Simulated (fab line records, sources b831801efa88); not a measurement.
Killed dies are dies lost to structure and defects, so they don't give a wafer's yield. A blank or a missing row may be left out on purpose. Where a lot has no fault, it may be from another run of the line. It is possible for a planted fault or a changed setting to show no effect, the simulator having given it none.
fab line records	flow sky130
[record] lots = 6	wafers = 18	last_day = 50
route steps=708 shown LDD_N@252 LDD_P@255 LDD_HVN@267 PAD_OPEN@708
lots that met no fault: from a run of the same line without faults
start_h: hours from the record's opening day to when the first of the lot's shown wafers began	wait_h: hours elapsed since this lot's preceding step	" identical to the entry in the row above	L1.1+2: a row that stands for several wafers	- no value, or no start was given	* or withheld: withheld	< > ~ a bound
route shown NAME@n: names a module that has steps shown in the file, with the first one's number in the route	usual: average and standard deviation across the fault-free wafers	same: alike in all rows	chamber/n: place in a boat	sites: per-site readings	_std_site: standard deviation across them	_edge_site: mean of outer sites minus mean of inner sites	radius_mm: for every site, how far away it sits from the centre of the wafer	mask NAME#n: copy n	behind: tool/chamber where the wafer was last shaped	hold: the reason the lot was held/the length of the hold in hours/how it ended	device: which transistor (n, p or np) failed to switch	end of line: the same wafers' tests at the end of the route	for a step that has no rows: nothing shown but its recipe	killed: dies that structure and defects cost at the first sort, which is not the same as the wafer's yield	map: a wafer's dies, x killed, . not, _ none there
set.NAME: the setting the step ran with; set.NAME@STEP: the setting that earlier step ran with	model.NAME: the simulator's own value behind a step, which no gauge read
a table for each step, a row for each wafer; lots at some steps of the route
services: a tool's chamber out of use, with start hour (start_h, from the record's first day; less than 0 if before it), hours out, and reason
[[steps]]
[step SKY_LDD_N_IMPLANT_15]
[recipe] species = BF2	energy_kev = 50	dose_cm2 = 5e+12	tilt_deg = 30	rotation_deg = 270
[step SKY_LDD_N_STRIP_16]
[recipe] chemistry = O2/N2	power_w = 1400	pressure_mtorr = 1500	platen_temp_c = withheld	o2_flow_sccm = 3000	n2_flow_sccm = 300	overash_fraction = 0.5
[usual] drypump_motor_current_A = 5.6/0.32	oes_product_au = 0.406/0.0047	strip_time_to_endpoint_s = 4.315/0.014
lot.wafer	tool	chamber	start_h	wait_h	drypump_motor_current_A	oes_product_au	rf_hours_counter_h	strip_time_to_endpoint_s
L462.1	plasma_asher-03	0	447.19	0.1	5.1	0.405	77	4.306
L462.2	"	1	"	"	6.0	0.407	77	4.319
L462.3	"	0	"	"	5.1	0.401	-	4.328
L464.2	plasma_asher-04	1	467.84	0.1	5.9	0.409	4	4.333
L464.3	"	0	"	"	5.6	0.403	-	4.312
L464.4	"	1	"	"	5.9	0.407	-	4.314
L467.1	plasma_asher-04	0	489.09	0.1	5.6	0.401	6	4.313
L467.2	"	1	"	"	5.9	0.400	6	4.303
L467.3	"	0	"	"	5.6	0.411	-	4.307
L475.1	plasma_asher-03	0	552.64	0.1	5.1	0.406	88	4.330
L475.4	"	1	"	"	6.0	0.407	-	4.316
L475.5	"	1	"	"	6.0	0.401	-	4.322
L477.2	plasma_asher-03	1	572.39	0.1	6.0	0.410	90	4.332
L477.4	"	0	"	"	5.2	0.400	-	4.320
L477.6	"	1	"	"	6.0	0.407	-	4.331
L481.1	plasma_asher-02	0	603.09	0.1	5.6	0.408	46	4.309
L481.2	"	1	"	"	5.4	0.409	46	4.308
L481.3	"	0	"	"	5.6	0.402	-	4.329
[step SKY_LDD_N_TW_MEAS_17]
[usual] LDD_N_TW = 2568/11
lot.wafer	tool	chamber	start_h	wait_h	LDD_N_TW
L462.1	film_metro-02	-	447.29	0.1	2543
L462.2	"	-	"	"	2548
L462.3	"	-	"	"	2542
L464.2	film_metro-02	-	467.95	0.1	2560
L464.3	"	-	"	"	2576
L464.4	"	-	"	"	2567
L467.1	film_metro-02	-	489.19	0.1	2587
L467.2	"	-	"	"	2578
L467.3	"	-	"	"	2574
L475.1	film_metro-02	-	552.74	0.1	2558
L475.4	"	-	"	"	2554
L475.5	"	-	"	"	2567
L477.2	film_metro-02	-	572.50	0.1	2550
L477.4	"	-	"	"	2558
L477.6	"	-	"	"	2549
L481.1	film_metro-02	-	603.19	0.1	2577
L481.2	"	-	"	"	2565
L481.3	"	-	"	"	2576
[step SKY_LDD_P_DEHYDRATE_00]
[recipe] temp_c = 200	time_s = 60
[step SKY_LDD_P_HMDS_01]
[recipe] prime_time_s = 60	prime_temp_c = 120
[step SKY_LDD_P_COAT_02]
[recipe] resist = NOVOLAK	spin_rpm = 3000	resist_thk_nm = 1140
[step SKY_LDD_P_SOFTBAKE_03]
[recipe] temp_c = 90	time_s = 60	resist = NOVOLAK
[step SKY_LDD_P_EXPOSE_04]
[recipe] mask_id = PSDM	na = 0.6	source_shape = conventional	sigma_outer = 0.6	polarization = unpolarized	target_cd_nm = 380	dose_mj = 138
[step SKY_LDD_P_PEB_05]
[recipe] temp_c = withheld	time_s = *	resist = NOVOLAK
[step SKY_LDD_P_DEVELOP_06]
[recipe] resist = NOVOLAK	developer = TMAH	develop_time_s = 60	dev_temp_c = 23
[step SKY_LDD_P_CD_MEAS_07]
[recipe] target_cd_nm = 380
[usual] cd_nm = 379.6/2.6
lot.wafer	tool	chamber	start_h	wait_h	cd_nm
L462.1	cd_sem-01	-	478.93	0.1	379.1
L462.2	"	-	"	"	377.4
L462.3	"	-	"	"	380.5
L464.2	cd_sem-01	-	499.68	0.1	376.9
L464.3	"	-	"	"	374.4
L464.4	"	-	"	"	374.0
L467.1	cd_sem-02	-	520.95	0.1	380.2
L467.2	"	-	"	"	380.3
L467.3	"	-	"	"	379.8
L475.1	cd_sem-02	-	582.65	0.1	377.7
L475.4	"	-	"	"	378.7
L475.5	"	-	"	"	379.7
L477.2	cd_sem-01	-	602.08	0.1	381.4
L477.4	"	-	"	"	382.7
L477.6	"	-	"	"	382.8
L481.1	cd_sem-01	-	632.33	0.1	378.1
L481.2	"	-	"	"	380.5
L481.3	"	-	"	"	378.3
[step SKY_LDD_P_OVL_MEAS_08]
[usual] LDD_P_OVL = 0.1/1.6
lot.wafer	tool	chamber	start_h	wait_h	LDD_P_OVL[nm]
L462.1	overlay-01	-	479.05	0.1	0.8
L462.2	"	-	"	"	-0.2
L462.3	"	-	"	"	0.3
L464.2	overlay-02	-	499.78	0.1	-1.8
L464.3	"	-	"	"	1.0
L464.4	"	-	"	"	0.8
L467.1	overlay-01	-	521.07	0.1	1.0
L467.2	"	-	"	"	-1.2
L467.3	"	-	"	"	-1.2
L475.1	overlay-01	-	582.77	0.1	-1.8
L475.4	"	-	"	"	-2.1
L475.5	"	-	"	"	-2.3
L477.2	overlay-02	-	602.18	0.1	-0.7
L477.4	"	-	"	"	-0.4
L477.6	"	-	"	"	0.4
L481.1	overlay-01	-	632.45	0.1	0.0
L481.2	"	-	"	"	-1.7
L481.3	"	-	"	"	0.7
[step SKY_LDD_P_IMPLANT_09]
[recipe] species = BF2	energy_kev = 25	dose_cm2 = 1e+13	tilt_deg = withheld
[usual] beam_on_s = 10.03/0.21	faraday_current_uA = 56.2/1.1
lot.wafer	tool	chamber	start_h	wait_h	beam_on_s	faraday_current_uA
L462.1	implanter-01	0	479.09	0.0	9.85	57.4
L462.2	"	0	"	"	10.12	55.9
L462.3	"	0	"	"	10.05	56.0
L464.2	implanter-03	0	499.84	0.0	9.79	57.4
L464.3	"	0	"	"	9.85	57.2
L464.4	"	0	"	"	10.18	55.3
L467.1	implanter-04	0	521.11	0.0	9.72	58.2
L467.2	"	0	"	"	10.18	55.2
L467.3	"	0	"	"	10.13	55.6
L475.1	implanter-03	0	582.81	0.0	8.16	69.0
L475.4	"	0	"	"	7.70	73.4
L475.5	"	0	"	"	7.65	73.5
L477.2	implanter-03	0	602.24	0.0	7.85	71.7
L477.4	"	0	"	"	7.51	74.9
L477.6	"	0	"	"	7.60	73.8
L481.1	implanter-01	0	632.49	0.0	10.09	55.8
L481.2	"	0	"	"	9.77	57.9
L481.3	"	0	"	"	9.97	56.8
[step SKY_LDD_P_STRIP_10]
[recipe] chemistry = O2/N2	power_w = 1400	pressure_mtorr = 1500	platen_temp_c = withheld	o2_flow_sccm = 3000	n2_flow_sccm = 300	overash_fraction = 0.5
[usual] drypump_motor_current_A = 5.70/0.29	oes_product_au = 0.716/0.0044	strip_time_to_endpoint_s = 14.17/0.045
lot.wafer	tool	chamber	start_h	wait_h	drypump_motor_current_A	oes_product_au	rf_hours_counter_h	strip_time_to_endpoint_s
L462.1	plasma_asher-02	1	479.24	0.1	5.44	0.714	34	14.11
L462.2	"	0	"	"	5.57	0.714	34	14.11
L462.3	"	1	"	"	5.46	0.709	-	14.09
L464.2	plasma_asher-01	0	499.96	0.1	6.40	0.714	67	14.14
L464.3	"	1	"	"	5.54	0.710	-	14.17
L464.4	"	0	"	"	6.38	0.720	-	14.12
L467.1	plasma_asher-01	1	521.26	0.1	5.56	0.713	69	14.19
L467.2	"	0	"	"	6.38	0.712	69	14.16
L467.3	"	0	"	"	6.37	0.719	-	14.22
L475.1	plasma_asher-02	0	582.96	0.1	5.57	0.722	44	14.15
L475.4	"	0	"	"	5.57	0.714	-	14.17
L475.5	"	0	"	"	5.58	0.713	-	14.19
L477.2	plasma_asher-04	0	602.36	0.1	5.61	0.715	17	14.25
L477.4	"	1	"	"	5.95	0.718	-	14.22
L477.6	"	0	"	"	5.62	0.708	-	14.19
L481.1	plasma_asher-04	1	632.64	0.1	5.93	0.715	20	14.14
L481.2	"	0	"	"	5.63	0.706	20	14.14
L481.3	"	1	"	"	5.90	0.712	-	14.12
[step SKY_LDD_P_TW_MEAS_11]
[usual] LDD_P_TW = 635/4.6
lot.wafer	tool	chamber	start_h	wait_h	LDD_P_TW
L462.1	film_metro-03	-	479.34	0.1	646
L462.2	"	-	"	"	644
L462.3	"	-	"	"	644
L464.2	film_metro-03	-	500.07	0.1	637
L464.3	"	-	"	"	637
L464.4	"	-	"	"	639
L467.1	film_metro-01	-	521.36	0.1	631
L467.2	"	-	"	"	630
L467.3	"	-	"	"	631
L475.1	film_metro-03	-	583.06	0.1	583
L475.4	"	-	"	"	586
L475.5	"	-	"	"	582
L477.2	film_metro-01	-	602.47	0.1	582
L477.4	"	-	"	"	579
L477.6	"	-	"	"	581
L481.1	film_metro-01	-	632.74	0.1	635
L481.2	"	-	"	"	636
L481.3	"	-	"	"	635
[step SKY_LDD_HVN_DEHYDRATE_00]
[recipe] temp_c = 200	time_s = 60
[step SKY_PAD_OPEN_PROBE_99]
[usual] killed_at_M0_to_M3 = 43/7.9	killed_at_M4_up = 2.9/1.8	killed_at_contacts = 24/5.5	killed_at_front_end = 15/4.2	killed_at_other = 0.2/0.46	killed_dies = 86/11	killed_open = 47/8.1	killed_short = 39/6.4
[same] gross_dies = 492	killed_at_back_side = 0
lot.wafer	tool	chamber	start_h	wait_h	killed_at_M0_to_M3	killed_at_M4_up	killed_at_contacts	killed_at_front_end	killed_at_other	killed_dies	killed_open	killed_short	model.etest.tip_p.rs_ohm_sq	model.etest.tip_p.rs_ohm_sq_range
L462.1	prober-01	-	1111.16	0.1	40	5	29	16	0	90	47	43	6869	102.9
L462.2	prober-01	-	1111.21	0.1	32	4	27	12	0	75	48	27	6809	226.5
L462.3	prober-01	-	1111.26	0.2	37	0	25	13	0	75	36	39	6813	230.3
L464.2	prober-02	-	1123.70	0.1	53	4	15	15	0	87	51	36	6892	170.4
L464.3	prober-02	-	1123.75	0.2	37	4	25	14	0	80	43	37	6938	207.4
L464.4	prober-02	-	1123.80	0.2	44	1	26	17	0	88	52	36	6916	211
L467.1	prober-02	-	1135.41	0.1	50	1	22	13	0	86	52	34	6787	194.8
L467.2	prober-02	-	1135.46	0.1	50	6	27	10	0	93	49	44	6729	186.1
L467.3	prober-02	-	1135.51	0.2	35	2	32	11	0	80	55	25	6786	142.5
L475.1	prober-02	-	1177.08	0.1	48	3	28	11	0	90	41	49	8665	406.2
L475.4	prober-02	-	1177.23	0.2	42	4	26	11	0	83	39	44	8594	200.1
L475.5	prober-02	-	1177.28	0.2	39	3	25	19	1	87	53	34	8606	300.6
L477.2	prober-02	-	1185.13	0.1	42	2	30	25	1	100	51	49	8445	305.6
L477.4	prober-02	-	1185.23	0.2	50	4	24	20	0	98	50	48	8500	249.3
L477.6	prober-02	-	1185.33	0.2	35	2	24	7	0	68	33	35	8403	187.5
L481.1	prober-02	-	1200.66	0.1	34	2	16	18	0	70	31	39	6845	181.6
L481.2	prober-02	-	1200.71	0.1	38	1	24	16	0	79	40	39	6910	156.5
L481.3	prober-02	-	1200.76	0.2	37	1	24	19	0	81	42	39	6895	136.8
// killed by level:class
L462.1 VIA1:geometric_particle:open=14 CONTACT:geometric_particle:open=11 VIA1:geometric_particle:short=8 FIELD_ISO:geometric_particle:short=7 LI_CONTACT:geometric_particle:open=7 CONTACT:geometric_particle:short=6 FIELD_ISO:geometric_particle:open=4 VIA2:geometric_particle:open=4
L462.2 CONTACT:geometric_particle:open=14 POLY_GATE:geometric_particle:open=6 VIA1:geometric_particle:open=6 VIA2:geometric_particle:open=6 LI_CONTACT:geometric_particle:open=5 FIELD_ISO:geometric_particle:open=4 METAL2:geometric_particle:short=4 CONTACT:geometric_particle:short=4
L462.3 CONTACT:geometric_particle:short=6 LOCAL_INTERCONNECT:geometric_particle:short=6 CONTACT:geometric_particle:open=6 VIA1:geometric_particle:open=6 VIA3:geometric_particle:open=6 LI_CONTACT:geometric_particle:open=5 METAL1:geometric_particle:short=5 VIA2:geometric_particle:open=5
L464.2 VIA1:geometric_particle:open=9 VIA2:geometric_particle:open=9 VIA3:geometric_particle:open=9 CONTACT:geometric_particle:open=7 FIELD_ISO:geometric_particle:open=6 VIA1:geometric_particle:short=5 METAL1:geometric_particle:short=5 LI_CONTACT:geometric_particle:open=4
L464.3 CONTACT:geometric_particle:open=9 VIA1:geometric_particle:short=7 VIA3:geometric_particle:open=7 FIELD_ISO:geometric_particle:open=5 VIA1:geometric_particle:open=5 CONTACT:geometric_particle:short=5 LOCAL_INTERCONNECT:geometric_particle:short=5 VIA3:geometric_particle:short=5
L464.4 VIA1:geometric_particle:open=13 CONTACT:geometric_particle:open=8 CONTACT:geometric_particle:short=7 LI_CONTACT:geometric_particle:open=6 VIA2:geometric_particle:open=6 VIA3:geometric_particle:open=6 FIELD_ISO:geometric_particle:short=5 LOCAL_INTERCONNECT:geometric_particle:short=4
L467.1 VIA1:geometric_particle:open=13 CONTACT:geometric_particle:open=8 VIA3:geometric_particle:open=8 METAL2:geometric_particle:short=6 VIA2:geometric_particle:open=6 FIELD_ISO:geometric_particle:open=5 LI_CONTACT:geometric_particle:open=5 LI_CONTACT:geometric_particle:short=4
L467.2 CONTACT:geometric_particle:open=12 METAL2:geometric_particle:short=10 VIA2:geometric_particle:open=8 VIA1:geometric_particle:open=8 LI_CONTACT:geometric_particle:open=6 METAL1:geometric_particle:short=6 METAL3:geometric_particle:short=6 VIA3:geometric_particle:open=6
L467.3 CONTACT:geometric_particle:open=13 VIA1:geometric_particle:open=8 LI_CONTACT:geometric_particle:open=8 VIA3:geometric_particle:open=8 CONTACT:geometric_particle:short=6 METAL2:geometric_particle:short=6 VIA2:geometric_particle:open=6 FIELD_ISO:geometric_particle:open=4
L475.1 LOCAL_INTERCONNECT:geometric_particle:short=9 CONTACT:geometric_particle:open=9 VIA1:geometric_particle:open=8 VIA3:geometric_particle:open=7 VIA2:geometric_particle:open=6 VIA3:geometric_particle:short=6 VIA2:geometric_particle:short=5 POLY_GATE:geometric_particle:short=5
L475.4 CONTACT:geometric_particle:open=10 VIA1:geometric_particle:open=6 VIA1:geometric_particle:short=6 VIA2:geometric_particle:open=6 VIA3:geometric_particle:short=5 LOCAL_INTERCONNECT:geometric_particle:short=5 VIA3:geometric_particle:open=5 CONTACT:geometric_particle:short=4
L475.5 VIA1:geometric_particle:open=16 LI_CONTACT:geometric_particle:open=8 CONTACT:geometric_particle:open=7 POLY_GATE:geometric_particle:short=7 VIA2:geometric_particle:open=5 FIELD_ISO:geometric_particle:open=4 METAL2:geometric_particle:short=4 POLY_GATE:geometric_particle:open=4
L477.2 VIA1:geometric_particle:open=11 CONTACT:geometric_particle:open=9 FIELD_ISO:geometric_particle:open=7 VIA1:geometric_particle:short=7 METAL3:geometric_particle:short=7 FIELD_ISO:geometric_particle:short=6 LI_CONTACT:geometric_particle:open=6 LOCAL_INTERCONNECT:geometric_particle:short=6
L477.4 FIELD_ISO:geometric_particle:open=9 VIA1:geometric_particle:open=8 CONTACT:geometric_particle:short=7 VIA2:geometric_particle:open=7 VIA3:geometric_particle:open=7 VIA2:geometric_particle:short=6 LI_CONTACT:geometric_particle:open=5 METAL3:geometric_particle:short=5
L477.6 VIA1:geometric_particle:open=11 CONTACT:geometric_particle:open=7 METAL1:geometric_particle:short=6 METAL2:geometric_particle:short=5 LI_CONTACT:geometric_particle:short=5 VIA2:geometric_particle:open=5 FIELD_ISO:geometric_particle:short=4 CONTACT:geometric_particle:short=4
L481.1 FIELD_ISO:geometric_particle:short=11 METAL1:geometric_particle:short=6 VIA3:geometric_particle:open=6 LI_CONTACT:geometric_particle:open=5 FIELD_ISO:geometric_particle:open=4 CONTACT:geometric_particle:open=4 VIA1:geometric_particle:short=4 VIA1:geometric_particle:open=4
L481.2 METAL1:geometric_particle:short=8 CONTACT:geometric_particle:open=7 VIA3:geometric_particle:open=7 FIELD_ISO:geometric_particle:open=6 CONTACT:geometric_particle:short=6 METAL3:geometric_particle:short=6 LI_CONTACT:geometric_particle:open=5 FIELD_ISO:geometric_particle:short=4
L481.3 CONTACT:geometric_particle:open=8 VIA1:geometric_particle:open=6 VIA2:geometric_particle:open=6 LI_CONTACT:geometric_particle:open=5 LOCAL_INTERCONNECT:geometric_particle:short=5 VIA1:geometric_particle:short=5 VIA3:geometric_particle:open=5 POLY_GATE:geometric_particle:open=4
[[services]]
tool	chamber	start_h	hours	kind
plasma_asher-04	0	430.25	-	clean
plasma_asher-04	1	430.25	-	clean
plasma_asher-01	-	442.85	4.3	pm
implanter-01	-	487.35	2.6	repair
implanter-01	-	522.79	3.4	pm
implanter-03	-	533.91	4.6	repair
implanter-03	-	536.70	4.6	repair
implanter-01	-	551.24	1.9	repair
implanter-03	-	569.14	1.8	repair
implanter-04	-	577.14	1.7	repair
implanter-03	-	597.62	4.5	pm
implanter-03	-	607.04	3.0	repair
implanter-03	-	609.48	1.4	repair
implanter-03	-	612.19	5.4	pm
plasma_asher-02	-	624.06	1.2	repair
[[key]]
[first_sign] step = SKY_LDD_P_IMPLANT_09	reading = faraday_current_uA	direction = up	sigmas = 14	usual = 56.2	struck = 72.7
[effect] step = SKY_LDD_P_IMPLANT_09	reading = beam_on_s	direction = down	sigmas = 11	usual = 10.03	struck = 7.75
[effect] step = SKY_LDD_P_TW_MEAS_11	reading = LDD_P_TW	direction = down	sigmas = 12	usual = 635	struck = 582
[model_effect] step = SKY_PAD_OPEN_PROBE_99	value = etest.tip_p.rs_ohm_sq	without = 6859	struck = 8536
met_at SKY_LDD_P_IMPLANT_09
struck_wafers L475.1,L475.4,L475.5,L477.2,L477.4,L477.6
tester_left_out L475,L477
onset_between 499.84 582.81
[fault] kind = process_parameter_drift	tool = implanter-03	chamber = -	onset_h = 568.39	steps = SKY_LDD_P_IMPLANT_09	channel = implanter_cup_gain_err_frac	offset = 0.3	shape = step	end_h = 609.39
// tester_left_out: of these lots the tester's yield and bins aren't shown, on N5 and GAA mostly nor the transistor test; their killed dies are dies lost to structure and defects alone, not to doping, threshold or leakage, so they don't give the yield
